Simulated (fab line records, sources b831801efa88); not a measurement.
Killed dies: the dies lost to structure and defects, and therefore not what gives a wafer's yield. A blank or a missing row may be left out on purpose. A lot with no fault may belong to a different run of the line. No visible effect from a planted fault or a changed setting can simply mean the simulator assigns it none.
fab line records | flow sky130
[record] lots = 24 wafers = 72 last-day = 50
route steps=708 shown FIELD_ISO@5 DNWELL@43 VT_ADJUST_NCORE@130 SPACER@305 CONTACT@420 CAPM@549
lots untouched by any fault: they come from a run of this same line in which no faults occurred
start-h: hours from the record's first day to the start of the lot's first wafer shown | wait-h: time in hours since the lot's previous step | " unchanged from the row above | L1.1+2: a single row standing in for several wafers | - no value present, or no start provided | * or withheld: withheld | < > ~ a bound
route shown NAME@n: NAME is a module with steps in the file, n the number in the route of the first one | usual: average and standard deviation across the fault-free wafers | same: alike in all rows | chamber/n: place in a boat | sites: per-site readings | _std_site: standard deviation across them | _edge_site: mean of outer sites minus mean of inner sites | radius-mm: how far each site lies from the wafer's centre | mask NAME#n: copy n | behind: the most recent tool/chamber to have shaped the wafer | hold: the reason the lot was held/the length of the hold in hours/how it ended | device: the n, p or np transistor that did not switch | end of line: the route-end tests of the same wafers | a step without rows: its recipe alone | killed: not the wafer's yield, but the dies lost to structure and defects at the first sort | map: a wafer's dies, x killed, . not, _ none there
set.NAME: the setting as run; set.NAME@STEP: as run at that earlier step | model.NAME: the simulator's own value behind a step, which no gauge read
one table for each step of the route and one row for each wafer, over a sample of lots
services: from which hour (start-h, from the record's first day; less than 0 if before it) a tool's chamber was out of use, for how many hours, and why
[[steps]]
[step SKY_FIELD_ISO_THK_MEAS_04]
[recipe] reads = Si3N4_of_FIELD_ISO_CVD_03
[usual] FIELD_ISO_CVD_03_THK = 165.3/2
// columns lot.wafer tool chamber start-h wait-h FIELD_ISO_CVD_03_THK[nm]
L074.1 film-metro-04 - 15.47 0.0 163.2
L074.5 " - " " 164.8
L074.6 " - " " 164.9
L075.1 film-metro-03 - 18.54 0.0 166.6
L075.3 " - " " 164.7
L075.6 " - " " 167.7
L076.3 film-metro-03 - 23.50 0.0 165.7
L076.4 " - " " 166.1
L076.5 " - " " 165.2
L077.1 film-metro-03 - 28.80 0.0 165.4
L077.2 " - " " 166.1
L077.5 " - " " 166.6
L078.1 film-metro-03 - 35.01 0.0 163.7
L078.3 " - " " 162.6
L078.4 " - " " 162.9
L079.3 film-metro-01 - 40.01 0.0 162.9
L079.5 " - " " 164.2
L079.6 " - " " 161.9
L080.2 film-metro-03 - 45.17 0.0 165.8
L080.3 " - " " 165.7
L080.5 " - " " 167.1
L081.1 film-metro-03 - 50.00 0.0 163.3
L081.4 " - " " 164.5
L081.6 " - " " 164.1
L082.2 film-metro-03 - 53.49 0.0 169.6
L082.3 " - " " 168.3
L082.5 " - " " 168.8
L083.2 film-metro-03 - 59.59 0.0 165.4
L083.3 " - " " 166.9
L083.6 " - " " 163.9
L084.2 film-metro-04 - 64.99 0.0 166.7
L084.3 " - " " 166.8
L084.5 " - " " 165.3
L085.2 film-metro-03 - 69.27 0.0 166.7
L085.3 " - " " 166.8
L085.5 " - " " 166.9
L086.2 film-metro-03 - 73.49 0.0 166.2
L086.3 " - " " 167.0
L086.4 " - " " 167.2
L087.1 film-metro-03 - 78.50 0.0 166.8
L087.2 " - " " 167.7
L087.5 " - " " 166.0
L088.3 film-metro-03 - 87.17 0.0 165.2
L088.4 " - " " 164.0
L088.5 " - " " 164.7
L089.1 film-metro-04 - 89.70 0.0 167.2
L089.2 " - " " 167.5
L089.3 " - " " 167.5
L090.4 film-metro-04 - 96.14 0.0 165.6
L090.5 " - " " 165.5
L090.6 " - " " 166.4
L091.2 film-metro-03 - 99.64 0.0 166.6
L091.3 " - " " 167.1
L091.4 " - " " 168.4
L092.3 film-metro-04 - 105.05 0.0 163.7
L092.4 " - " " 162.3
L092.5 " - " " 162.1
L093.2 film-metro-01 - 108.61 0.0 164.6
L093.5 " - " " 162.9
L093.6 " - " " 165.4
L094.3 film-metro-03 - 118.86 0.0 161.6
L094.4 " - " " 162.6
L094.6 " - " " 162.4
L095.1 film-metro-04 - 125.57 0.0 167.3
L095.4 " - " " 165.3
L095.5 " - " " 165.0
L096.2 film-metro-01 - 125.58 0.0 163.0
L096.4 " - " " 162.6
L096.5 " - " " 161.6
L097.3 film-metro-03 - 136.23 0.0 164.1
L097.5 " - " " 164.4
L097.6 " - " " 162.5
[step SKY_DNWELL_STRIP_08]
[recipe] chemistry = O2/N2 power-w = 1400 pressure-mtorr = 1500 platen-temp-c = withheld o2-flow-sccm = 3000 n2-flow-sccm = 300 overash-fraction = 0.5
[usual] chamber-pressure-mTorr = 1500.1/1.4 drypump-motor-current-A = 5.54/0.24 oes-product-au = 0.722/0.0044 strip-time-to-endpoint-s = 36.89/0.1
// columns lot.wafer tool chamber start-h wait-h chamber-pressure-mTorr drypump-motor-current-A oes-product-au rf-hours-counter-h strip-time-to-endpoint-s
L074.1 plasma-asher-01 1 54.76 0.1 1501.6 5.24 0.725 35 36.74
L074.5 " 0 " " 1500.2 5.48 0.718 - 36.88
L074.6 " 1 " " 1500.5 5.30 0.719 - 36.87
L075.1 plasma-asher-01 0 57.75 0.1 1502.6 5.49 0.715 36 36.82
L075.3 " 0 " " 1499.1 5.49 0.712 - 36.77
L075.6 " 0 " " 1498.4 5.47 0.727 - 36.76
L076.3 plasma-asher-03 1 62.89 0.1 1502.6 5.94 0.720 - 36.89
L076.4 " 0 " " 1497.2 5.46 0.723 - 36.85
L076.5 " 0 " " 1499.7 5.45 0.726 - 36.91
L077.1 plasma-asher-04 0 68.50 0.1 1500.3 5.70 0.722 37 36.96
L077.2 " 1 " " 1499.9 5.39 0.721 37 37.01
L077.5 " 1 " " 1500.0 5.40 0.721 - 37.11
L078.1 plasma-asher-04 1 75.35 0.1 1500.1 5.37 0.716 38 36.83
L078.3 " 1 " " 1500.6 5.37 0.724 - 36.71
L078.4 " 0 " " 1500.7 5.70 0.721 - 36.90
L079.3 plasma-asher-04 1 81.64 0.1 1499.6 5.39 0.711 - 36.91
L079.5 " 0 " " 1500.8 5.70 0.723 - 36.88
L079.6 " 1 " " 1500.0 5.38 0.726 - 36.97
L080.2 plasma-asher-01 1 85.51 0.1 1498.2 5.22 0.725 38 36.92
L080.3 " 0 " " 1498.8 5.46 0.723 - 36.91
L080.5 " 1 " " 1500.2 5.22 0.718 - 36.85
L081.1 plasma-asher-04 1 91.95 0.1 1501.8 5.40 0.718 39 37.09
L081.4 " 0 " " 1501.9 5.68 0.726 - 37.04
L081.6 " 0 " " 1498.2 5.72 0.722 - 37.06
L082.2 plasma-asher-03 0 94.51 0.1 1497.7 5.45 0.721 30 36.97
L082.3 " 0 " " 1501.6 5.43 0.721 - 37.05
L082.5 " 1 " " 1499.9 5.95 0.729 - 36.92
L083.2 plasma-asher-04 1 100.95 0.1 1502.1 5.39 0.726 40 36.94
L083.3 " 1 " " 1500.8 5.37 0.728 - 36.81
L083.6 " 0 " " 1500.3 5.68 0.722 - 36.80
L084.2 plasma-asher-01 0 107.36 0.1 1500.5 5.46 0.721 40 36.95
L084.3 " 0 " " 1499.8 5.47 0.730 - 36.86
L084.5 " 1 " " 1499.2 5.19 0.724 - 36.95
L085.2 plasma-asher-03 1 112.26 0.1 1501.4 5.96 0.726 33 36.87
L085.3 " 0 " " 1499.9 5.44 0.721 - 36.84
L085.5 " 1 " " 1500.0 5.95 0.718 - 36.84
L086.2 plasma-asher-03 1 117.20 0.1 1501.7 5.97 0.718 33 36.83
L086.3 " 0 " " 1499.4 5.43 0.717 - 36.80
L086.4 " 1 " " 1500.4 5.96 0.717 - 36.80
L087.1 plasma-asher-04 1 118.80 0.1 1500.3 5.37 0.723 42 36.85
L087.2 " 0 " " 1498.8 5.68 0.725 42 36.81
L087.5 " 1 " " 1504.0 5.36 0.722 - 36.75
L088.3 plasma-asher-03 0 129.88 0.1 1499.9 5.44 0.719 - 37.00
L088.4 " 1 " " 1499.7 5.95 0.726 - 37.00
L088.5 " 1 " " 1500.7 5.95 0.718 - 36.95
L089.1 plasma-asher-03 1 134.11 0.1 1501.3 5.98 0.725 35 36.76
L089.2 " 0 " " 1499.1 5.44 0.725 35 36.67
L089.3 " 1 " " 1497.5 5.97 0.727 - 36.81
L091.2 plasma-asher-01 0 155.70 0.1 1500.6 5.48 0.719 46 36.84
L091.3 " 1 " " 1503.1 5.25 0.715 - 36.75
L091.4 " 0 " " 1499.2 5.46 0.729 - 36.82
L090.4 plasma-asher-03 1 155.73 0.1 1499.4 5.94 0.724 - 36.90
L090.5 " 1 " " 1502.6 5.95 0.719 - 36.83
L090.6 " 0 " " 1499.7 5.44 0.725 - 36.94
L093.2 plasma-asher-04 1 160.96 0.1 1498.4 5.38 0.728 47 37.02
L093.5 " 0 " " 1496.6 5.71 0.719 - 37.03
L093.6 " 1 " " 1499.4 5.39 0.722 - 37.00
L092.3 plasma-asher-01 0 161.28 0.1 1500.1 5.48 0.722 - 36.84
L092.4 " 1 " " 1500.3 5.19 0.713 - 36.97
L092.5 " 0 " " 1501.2 5.47 0.723 - 36.91
L094.3 plasma-asher-01 1 165.68 0.1 1502.9 5.24 0.721 - 36.96
L094.4 " 0 " " 1499.4 5.46 0.719 - 36.97
L094.6 " 0 " " 1499.2 5.49 0.728 - 37.06
L095.1 plasma-asher-03 0 169.00 0.1 1501.8 5.45 0.727 39 36.77
L095.4 " 0 " " 1500.1 5.45 0.720 - 36.78
L095.5 " 1 " " 1500.0 5.95 0.722 - 36.81
L096.2 plasma-asher-04 1 171.40 0.1 1499.3 5.40 0.728 47 36.89
L096.4 " 1 " " 1499.6 5.41 0.719 - 36.88
L096.5 " 1 " " 1502.9 5.38 0.722 - 36.94
L097.3 plasma-asher-03 1 183.53 0.1 1501.1 5.96 0.720 - 36.95
L097.5 " 0 " " 1502.0 5.44 0.725 - 36.90
L097.6 " 1 " " 1496.7 5.97 0.720 - 36.88
[step SKY_VT_ADJUST_NCORE_TW_MEAS_11]
[usual] VT_ADJUST_NCORE_TW = 218.4/1.2
// columns lot.wafer tool chamber start-h wait-h VT_ADJUST_NCORE_TW
L074.1 film-metro-03 - 183.60 0.1 215.7
L074.5 " - " " 216.8
L074.6 " - " " 217.0
L075.1 film-metro-03 - 185.59 0.1 217.1
L075.3 " - " " 215.2
L075.6 " - " " 216.0
L076.3 film-metro-01 - 194.13 0.1 218.3
L076.4 " - " " 220.1
L076.5 " - " " 219.3
L077.1 film-metro-03 - 200.25 0.1 218.0
L077.2 " - " " 218.2
L077.5 " - " " 217.5
L078.1 film-metro-03 - 209.96 0.1 217.3
L078.3 " - " " 217.4
L078.4 " - " " 217.9
L079.3 film-metro-04 - 217.77 0.1 219.9
L079.5 " - " " 219.9
L079.6 " - " " 221.2
L080.2 film-metro-01 - 224.01 0.1 218.5
L080.3 " - " " 219.4
L080.5 " - " " 218.4
L081.1 film-metro-03 - 234.04 0.1 217.7
L081.4 " - " " 218.1
L081.6 " - " " 218.0
L082.2 film-metro-01 - 235.30 0.1 218.7
L082.3 " - " " 219.4
L082.5 " - " " 219.7
L083.2 film-metro-03 - 241.62 0.1 218.0
L083.3 " - " " 217.4
L083.6 " - " " 216.9
L084.2 film-metro-04 - 253.01 0.1 218.9
L084.3 " - " " 220.1
L084.5 " - " " 219.2
L085.2 film-metro-03 - 260.17 0.1 216.3
L085.3 " - " " 217.7
L085.5 " - " " 216.5
L087.1 film-metro-01 - 267.04 0.1 218.2
L087.2 " - " " 219.1
L087.5 " - " " 219.8
L086.2 film-metro-01 - 273.17 0.1 218.1
L086.3 " - " " 218.7
L086.4 " - " " 218.0
L088.3 film-metro-01 - 284.48 0.1 217.0
L088.4 " - " " 219.3
L088.5 " - " " 218.8
L089.1 film-metro-01 - 289.79 0.1 219.3
L089.2 " - " " 219.4
L089.3 " - " " 218.9
L091.2 film-metro-04 - 315.02 0.1 219.7
L091.3 " - " " 220.2
L091.4 " - " " 219.9
L090.4 film-metro-03 - 318.77 0.1 218.1
L090.5 " - " " 217.9
L090.6 " - " " 218.4
L093.2 film-metro-03 - 324.10 0.1 217.5
L093.5 " - " " 218.5
L093.6 " - " " 217.4
L092.3 film-metro-01 - 324.18 0.1 218.4
L092.4 " - " " 220.2
L092.5 " - " " 218.8
L094.3 film-metro-04 - 329.92 0.1 218.8
L094.4 " - " " 218.6
L094.6 " - " " 218.9
L095.1 film-metro-03 - 336.04 0.1 216.6
L095.4 " - " " 217.1
L095.5 " - " " 216.8
L096.2 film-metro-03 - 337.92 0.1 217.5
L096.4 " - " " 218.0
L096.5 " - " " 218.2
L097.3 film-metro-03 - 354.37 0.1 218.4
L097.5 " - " " 218.6
L097.6 " - " " 218.4
[step SKY_SPACER_THK_MEAS_01]
[recipe] reads = Si3N4_of_SPACER_CVD_00
[usual] SPACER_CVD_00_THK = 43.1/0.42
// columns lot.wafer tool chamber start-h wait-h SPACER_CVD_00_THK[nm]
L075.1 film-metro-04 - 529.21 0.0 42.8
L075.3 " - " " 42.8
L075.6 " - " " 43.1
L074.1 film-metro-04 - 530.41 0.0 43.1
L074.5 " - " " 42.6
L074.6 " - " " 42.9
L076.3 film-metro-04 - 543.38 0.0 43.2
L076.4 " - " " 43.1
L076.5 " - " " 43.5
L077.1 film-metro-01 - 551.13 0.0 43.2
L077.2 " - " " 43.4
L077.5 " - " " 42.8
L078.1 film-metro-04 - 563.05 0.0 43.5
L078.3 " - " " 43.5
L078.4 " - " " 43.3
L079.3 film-metro-04 - 572.43 0.0 43.6
L079.5 " - " " 44.0
L079.6 " - " " 44.0
L080.2 film-metro-04 - 580.14 0.0 43.6
L080.3 " - " " 43.4
L080.5 " - " " 43.5
L082.2 film-metro-01 - 590.09 0.0 43.4
L082.3 " - " " 43.3
L082.5 " - " " 43.2
L081.1 film-metro-04 - 592.65 0.0 44.1
L081.4 " - " " 43.7
L081.6 " - " " 43.8
L083.2 film-metro-02 - 605.72 0.0 43.6
L083.3 " - " " 43.2
L083.6 " - " " 43.3
L084.2 film-metro-01 - 616.86 0.0 42.4
L084.3 " - " " 42.6
L084.5 " - " " 42.5
L085.2 film-metro-02 - 624.18 0.0 42.8
L085.3 " - " " 42.8
L085.5 " - " " 43.2
L087.1 film-metro-04 - 634.73 0.0 42.8
L087.2 " - " " 42.7
L087.5 " - " " 43.0
L086.2 film-metro-01 - 648.36 0.0 42.7
L086.3 " - " " 43.3
L086.4 " - " " 43.1
L088.3 film-metro-04 - 650.42 0.0 43.0
L088.4 " - " " 43.1
L088.5 " - " " 42.6
L089.1 film-metro-04 - 657.91 0.0 42.2
L089.2 " - " " 42.6
L089.3 " - " " 42.4
L091.2 film-metro-01 - 686.46 0.0 42.9
L091.3 " - " " 42.5
L091.4 " - " " 42.7
L090.4 film-metro-01 - 693.25 0.0 43.3
L090.5 " - " " 43.1
L090.6 " - " " 43.1
L093.2 film-metro-01 - 696.84 0.0 43.2
L093.5 " - " " 43.5
L093.6 " - " " 43.4
L094.3 film-metro-01 - 701.09 0.0 42.7
L094.4 " - " " 42.6
L094.6 " - " " 42.7
L092.3 film-metro-01 - 703.35 0.0 42.8
L092.4 " - " " 42.9
L092.5 " - " " 43.4
L095.1 film-metro-04 - 708.61 0.0 43.0
L095.4 " - " " 43.3
L095.5 " - " " 43.2
L096.2 film-metro-04 - 715.33 0.0 43.1
L096.4 " - " " 42.8
L096.5 " - " " 42.8
L097.3 film-metro-02 - 726.24 0.0 42.9
L097.5 " - " " 42.7
L097.6 " - " " 43.0
[step SKY_CONTACT_CD_MEAS_14]
[recipe] target-cd-nm = 170
[usual] cd-nm = 170.1/1.3
// columns lot.wafer tool chamber start-h wait-h cd-nm
L075.1 cd-sem-02 - 738.05 - 167.8
L075.3 " - " " 168.1
L075.6 " - " " 168.6
L074.1 cd-sem-02 - 738.39 - 169.8
L074.5 " - " " 168.7
L074.6 " - " " 168.6
L076.3 cd-sem-02 - 748.83 - 171.2
L076.4 " - " " 170.7
L076.5 " - " " 171.3
L077.1 cd-sem-01 - 757.59 - 172.0
L077.2 " - " " 171.2
L077.5 " - " " 171.2
L078.1 cd-sem-01 - 768.00 - 168.9
L078.3 " - " " 170.2
L078.4 " - " " 170.1
L079.3 cd-sem-02 - 772.93 - 171.0
L079.5 " - " " 171.1
L079.6 " - " " 171.0
L080.2 cd-sem-01 - 782.97 - 172.9
L080.3 " - " " 169.8
L080.5 " - " " 170.2
L082.2 cd-sem-02 - 790.77 - 169.4
L082.3 " - " " 170.5
L082.5 " - " " 168.7
L081.1 cd-sem-02 - 794.29 - 172.1
L081.4 " - " " 171.0
L081.6 " - " " 171.7
L083.2 cd-sem-01 - 805.27 - 167.4
L083.3 " - " " 166.2
L083.6 " - " " 166.6
L084.2 cd-sem-02 - 813.64 - 168.9
L084.3 " - " " 169.4
L084.5 " - " " 169.7
L085.2 cd-sem-02 - 822.22 - 170.9
L085.3 " - " " 168.4
L085.5 " - " " 168.7
L087.1 cd-sem-02 - 829.95 - 169.3
L087.2 " - " " 171.2
L087.5 " - " " 171.8
L086.2 cd-sem-02 - 841.97 - 169.3
L086.3 " - " " 170.1
L086.4 " - " " 169.3
L088.3 cd-sem-01 - 845.19 - 170.0
L088.4 " - " " 170.6
L088.5 " - " " 170.0
L089.1 cd-sem-01 - 851.65 - 168.7
L089.2 " - " " 171.3
L089.3 " - " " 172.4
L091.2 cd-sem-02 - 878.81 - 170.2
L091.3 " - " " 169.6
L091.4 " - " " 171.3
L090.4 cd-sem-01 - 881.41 - 171.8
L090.5 " - " " 170.7
L090.6 " - " " 170.4
L093.2 cd-sem-02 - 885.81 - 170.7
L093.5 " - " " 170.7
L093.6 " - " " 168.9
L094.3 cd-sem-01 - 891.25 - 168.8
L094.4 " - " " 168.4
L094.6 " - " " 168.2
L092.3 cd-sem-02 - 893.78 - 170.6
L092.4 " - " " 169.2
L092.5 " - " " 169.9
L095.1 cd-sem-01 - 897.66 - 169.0
L095.4 " - " " 169.7
L095.5 " - " " 170.5
L096.2 cd-sem-01 - 904.62 - 171.0
L096.4 " - " " 171.4
L096.5 " - " " 172.1
L097.3 cd-sem-01 - 913.09 - 171.1
L097.5 " - " " 169.8
L097.6 " - " " 169.0
[step SKY_CAPM_OVL_MEAS_12]
[usual] CAPM_OVL = 0.7/1.3
// columns lot.wafer tool chamber start-h wait-h CAPM_OVL[nm]
L075.1 overlay-01 - 878.63 0.1 -1.8
L075.3 " - " " -0.3
L075.6 " - " " 0.0
L074.1 overlay-02 - 878.85 0.1 0.7
L074.5 " - " " 1.1
L074.6 " - " " 1.2
L076.3 overlay-01 - 886.71 0.1 1.9
L076.4 " - " " 2.2
L076.5 " - " " 1.8
L077.1 overlay-01 - 895.34 0.1 1.7
L077.2 " - " " -1.8
L077.5 " - " " 1.2
L078.1 overlay-02 - 906.58 0.1 0.3
L078.3 " - " " 0.2
L078.4 " - " " 0.8
L079.3 overlay-02 - 909.11 0.1 3.2
L079.5 " - " " 1.9
L079.6 " - " " 0.5
L080.2 overlay-02 - 918.74 0.1 0.3
L080.3 " - " " 1.0
L080.5 " - " " -0.4
L082.2 overlay-01 - 927.76 0.1 -0.4
L082.3 " - " " -0.7
L082.5 " - " " 0.4
L081.1 overlay-01 - 930.44 0.1 2.2
L081.4 " - " " 1.0
L081.6 " - " " 1.1
L083.2 overlay-01 - 941.96 0.1 0.2
L083.3 " - " " 0.1
L083.6 " - " " 2.1
L084.2 overlay-01 - 948.60 0.1 2.4
L084.3 " - " " 2.2
L084.5 " - " " 2.7
L085.2 overlay-02 - 956.90 0.1 -0.6
L085.3 " - " " -0.8
L085.5 " - " " -0.6
L087.1 overlay-01 - 963.06 0.1 -0.4
L087.2 " - " " 0.1
L087.5 " - " " 0.2
L086.2 overlay-01 - 974.99 0.1 4.3
L086.3 " - " " 1.0
L086.4 " - " " 2.0
L088.3 overlay-02 - 978.86 0.1 1.4
L088.4 " - " " 1.7
L088.5 " - " " 1.9
L089.1 overlay-01 - 984.69 0.1 0.4
L089.2 " - " " 2.0
L089.3 " - " " 0.4
L091.2 overlay-02 - 1010.21 0.1 0.6
L091.3 " - " " -1.0
L091.4 " - " " 2.5
L090.4 overlay-01 - 1011.20 0.1 -0.1
L090.5 " - " " 1.1
L090.6 " - " " 1.6
L093.2 overlay-02 - 1014.29 0.1 0.2
L093.5 " - " " 0.4
L093.6 " - " " 0.6
L094.3 overlay-01 - 1018.46 0.1 1.5
L094.4 " - " " 1.1
L094.6 " - " " 2.2
L092.3 overlay-01 - 1021.71 0.1 2.0
L092.4 " - " " 1.1
L092.5 " - " " 1.7
L095.1 overlay-02 - 1024.46 0.1 -2.1
L095.4 " - " " -0.1
L095.5 " - " " -0.6
L096.2 overlay-01 - 1033.00 0.1 -1.7
L096.4 " - " " -1.5
L096.5 " - " " 0.5
L097.3 overlay-02 - 1039.25 0.1 -0.1
L097.5 " - " " -2.2
L097.6 " - " " -0.9
[[services]]
// columns tool chamber start-h hours kind
plasma-asher-01 - 49.37 2.4 repair
plasma-asher-01 - 89.23 4.1 repair
plasma-asher-04 - 164.17 7.2 repair
[[key]]
fault none
